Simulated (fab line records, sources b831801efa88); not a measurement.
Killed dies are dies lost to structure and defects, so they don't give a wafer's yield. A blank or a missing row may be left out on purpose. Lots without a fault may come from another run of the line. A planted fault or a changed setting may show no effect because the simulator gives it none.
Split-lot experiment | flow sfq_line | 5 lots, 23 wafers read, on a route of 325 steps

THE SPLIT
At SFQ_TRILAYER_M2_DEP_SPUTTER_055 (material Nb, target thk 200 nm, time 133.3 s), the setting power_w was moved away from the recipe's 2000 W on 7 of the 23 wafers read, by -9.0% to -3.1%. The other wafers ran this setting at the recipe's value.

FROM THE SPLIT TO THE READING: what the file shows between them, 4 steps
- SFQ_M2_RS_MEAS_914: measures by four-point-probe
- SFQ_TRILAYER_M2_LITHO_PEB_060: peb time 60 s (also split here: peb_time_s)
- SFQ_TRILAYER_M2_LITHO_DEVELOP_059: time 60 s
- SFQ_TRILAYER_M2_BARC_OPEN_METAL_ETCH_077: etches BARC in O2, target depth 125 nm, time 41.7 s

THE READING
oes_product_au, in a.u., at SFQ_TRILAYER_M2_ETCH_METAL_ETCH_060 (etches Nb in Cl2/Ar, stops on SiO2, target depth 240 nm, time 120 s). Fault-free wafers of this fab line usually give 0.899 a.u., standard deviation 0.0077 a.u..

wafer  | tool, chamber at the split | power_w as run, W | against the recipe | oes_product_au, a.u. | against lot-mates on the recipe
L078.1 | pvd_sputter-06, -          | 1938              | -3.1%              | 0.890                | -0.011
L078.2 | pvd_sputter-06, -          | 2000              | recipe             | 0.899                | -
L078.3 | pvd_sputter-06, -          | 2000              | recipe             | 0.903                | -
L078.4 | pvd_sputter-06, -          | 1938              | -3.1%              | 0.889                | -0.012
L078.5 | pvd_sputter-06, -          | 1938              | -3.1%              | 0.897                | -0.004
L079.1 | pvd_sputter-06, -          | 2000              | recipe             | 0.893                | -
L079.4 | pvd_sputter-06, -          | 2000              | recipe             | 0.912                | -
L079.5 | pvd_sputter-06, -          | 2000              | recipe             | 0.892                | -
L080.1 | pvd_sputter-05, -          | 2000              | recipe             | 0.898                | -
L080.2 | pvd_sputter-05, -          | 2000              | recipe             | 0.897                | -
L080.3 | pvd_sputter-05, -          | 2000              | recipe             | 0.895                | -
L080.5 | pvd_sputter-05, -          | 2000              | recipe             | 0.897                | -
L080.6 | pvd_sputter-05, -          | 2000              | recipe             | 0.899                | -
L084.1 | pvd_sputter-06, -          | 1879              | -6.0%              | 0.862                | -0.032
L084.2 | pvd_sputter-06, -          | 1879              | -6.0%              | 0.868                | -0.026
L084.3 | pvd_sputter-06, -          | 2000              | recipe             | 0.899                | -
L084.4 | pvd_sputter-06, -          | 2000              | recipe             | 0.887                | -
L084.5 | pvd_sputter-06, -          | 2000              | recipe             | 0.897                | -
L085.1 | pvd_sputter-04, -          | 2000              | recipe             | 0.894                | -
L085.2 | pvd_sputter-04, -          | 2000              | recipe             | 0.891                | -
L085.3 | pvd_sputter-04, -          | 1821              | -9.0%              | 0.850                | -0.042
L085.4 | pvd_sputter-04, -          | 2000              | recipe             | 0.891                | -
L085.5 | pvd_sputter-04, -          | 1821              | -9.0%              | 0.843                | -0.049

THE FIT
A straight line over all 23 wafers: oes_product_au changes by +0.00521 a.u. for each +1% of power_w; r = +0.92; the points scatter about the line by 0.0068 a.u..
The same after taking each lot's own level away (the mean of its wafers on the recipe; 23 wafers): +0.00488 a.u. for each +1%; r = +0.95; scatter 0.0051 a.u..
On that fit, the largest move of power_w shifts the reading by 0.044 a.u..
The lots' own levels span 0.8920 to 0.9010 a.u., that is 1.2 times the standard deviation above.
So the lot-to-lot level changes the slope little: the two slopes agree.
Check: with one of the wafers moved furthest among these (-9.0%) left out of the fit, the line predicts -0.0434 a.u. for it against its lot-mates. It came out at -0.042 a.u. against them.

OTHER SPLITS ON THESE WAFERS
These wafers also went through other splits before the reading. Each is held against what the fit with the lots' levels taken away leaves over:
other split on the same wafers                      | wafers away from the commonest value | r with oes_product_au (lot level and that fit taken away)
SFQ_TRILAYER_I1_VIA_BARC_OPEN_VIA_ETCH_071 source_w | 5                                    | -0.16
SFQ_TRILAYER_M2_LITHO_PEB_060 peb_time_s            | 8                                    | +0.18

THE WHOLE CHAIN: every reading that the file lists as answering this split, in the file's order
step                                | what it does                                                        | reading                                                                                   | change (the file's fit)                   | r (the file's)
SFQ_TRILAYER_M2_DEP_SPUTTER_055     | material Nb, target thk 200 nm, time 133.3 s                        | Nb_of_TRILAYER_M2_DEP_SPUTTER_055.thk_nm (the simulator's own value, which no gauge read) | +1.69 nm for each +1% of the setting      | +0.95
SFQ_M2_RS_MEAS_914                  | measures by four-point-probe                                        | M2_NB_RS                                                                                  | -0.00836 for each +1% of the setting      | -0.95
SFQ_TRILAYER_M2_ETCH_METAL_ETCH_060 | etches Nb in Cl2/Ar, stops on SiO2, target depth 240 nm, time 120 s | oes_product_au                                                                            | +0.00483 a.u. for each +1% of the setting | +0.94

THE FILE'S OWN FIT
oes_product_au changes by +0.00483 a.u. for each +1% of power_w, r = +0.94.
